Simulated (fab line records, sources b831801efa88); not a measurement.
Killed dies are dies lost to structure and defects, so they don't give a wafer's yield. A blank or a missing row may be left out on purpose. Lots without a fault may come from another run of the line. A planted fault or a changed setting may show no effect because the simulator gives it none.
Which tool did it? | flow gf180mcu | 13 lots, 39 wafers sampled, at 2 steps of a route of 602

WHAT THE GAUGES READ, wafer by wafer
GF_V5_OVL_MEAS_15. Usual: V5_OVL -2 nm, standard deviation 4.2.
lot  | measured     | on         | V5_OVL (nm) | flag
L460 | day 27 10:43 | overlay-01 | 1 -9 2      |
L464 | day 28 15:16 | overlay-01 | 4 -1 -3     |
L466 | day 29 06:55 | overlay-02 | 0 1 2       |
L468 | day 29 20:16 | overlay-01 | 1 -7 -2     |
L470 | day 30 07:55 | overlay-02 | 0 4 2       |
L471 | day 30 11:34 | overlay-02 | 1 -9 -2     |
L474 | day 31 11:17 | overlay-01 | -4 0 2      |
L475 | day 31 16:02 | overlay-02 | 2 3 1       |
L476 | day 31 17:41 | overlay-01 | 2 7 -9      |
L477 | day 32 05:19 | overlay-01 | -1 1 4      |
L481 | day 33 04:13 | overlay-01 | 3 -2 -2     |
L482 | day 33 13:13 | overlay-01 | 1 0 -8      |
L483 | day 33 15:14 | overlay-01 | -2 -4 0     |

WHICH TOOL RAN EACH LOT (tool, then ch and the chambers of the sampled wafers, then the start)
lot  | GF_MIM_STRIP_20
L460 | plasma_asher-03 ch 0,1, day 25 14:28
L464 | plasma_asher-03 ch 1, day 26 21:03
L466 | plasma_asher-04 ch 0,1, day 27 12:34
L468 | plasma_asher-03 ch 0,1, day 28 04:18
L470 | plasma_asher-02 ch 0,1, day 28 15:52
L471 | plasma_asher-04 ch 0,1, day 28 20:07
L474 | plasma_asher-04 ch 0,1, day 29 21:10
L475 | plasma_asher-03 ch 0,1, day 30 02:24
L476 | plasma_asher-03 ch 0,1, day 30 05:11
L477 | plasma_asher-03 ch 1, day 30 16:03
L481 | plasma_asher-03 ch 0,1, day 31 17:22
L482 | plasma_asher-04 ch 0,1, day 32 01:49
L483 | plasma_asher-02 ch 0,1, day 32 04:27
- GF_MIM_STRIP_20: strips in O2/N2.

WHAT THE TOOLS THEMSELVES READ (means of the sampled wafers that have a number; where no wafer has one, the mark that the record gives instead)
GF_MIM_STRIP_20. Usual: drypump_motor_current_A 6.0 A, standard deviation 0.4; heater_power_w 332 W, standard deviation 11; oes_product_au 0.694 a.u., standard deviation 0.0051; strip_time_to_endpoint_s 11.27 s, standard deviation 0.052.
lot  | tool            | drypump_motor_current_A (A) | heater_power_w (W) | oes_product_au (a.u.) | strip_time_to_endpoint_s (s) | flag
L460 | plasma_asher-03 | 5.9                         | 321                | 0.690                 | 11.24                        |
L464 | plasma_asher-03 | 5.6                         | 330                | 0.689                 | 11.22                        |
L466 | plasma_asher-04 | 6.4                         | 329                | 0.693                 | 11.29                        |
L468 | plasma_asher-03 | 5.8                         | 329                | 0.696                 | 11.29                        |
L470 | plasma_asher-02 | 5.7                         | 346                | 0.692                 | 11.30                        |
L471 | plasma_asher-04 | 6.2                         | 331                | 0.690                 | 11.21                        |
L474 | plasma_asher-04 | 6.2                         | 327                | 0.694                 | 11.20                        |
L475 | plasma_asher-03 | 5.9                         | 324                | 0.698                 | 11.30                        |
L476 | plasma_asher-03 | 5.9                         | 322                | 0.693                 | 11.25                        |
L477 | plasma_asher-03 | 5.6                         | 342                | 0.695                 | 11.31                        |
L481 | plasma_asher-03 | 5.9                         | 327                | 0.693                 | 11.33                        |
L482 | plasma_asher-04 | 6.4                         | 326                | 0.694                 | 11.28                        |
L483 | plasma_asher-02 | 5.7                         | 349                | 0.700                 | 11.35                        |

THE ANSWER, worked out from the rows above alone
Rule: a lot is off if the mean of its wafers that have a number lies more than 3 standard deviations from the usual mean. A lot without any number at a reading at which 4 lots or more have one is off too. The other lots that the step has rows for count as sound. The gauges are gone through in route order, then the tools' own readings, and for those a lot's mean is taken as printed above. The first step at which some lot is off is used, and at that step the reading that is off furthest; a lot without a number counts as furthest.
No lot is off at any reading shown: from this, nothing can be told.

WHAT THE SIMULATOR HAD PUT IN
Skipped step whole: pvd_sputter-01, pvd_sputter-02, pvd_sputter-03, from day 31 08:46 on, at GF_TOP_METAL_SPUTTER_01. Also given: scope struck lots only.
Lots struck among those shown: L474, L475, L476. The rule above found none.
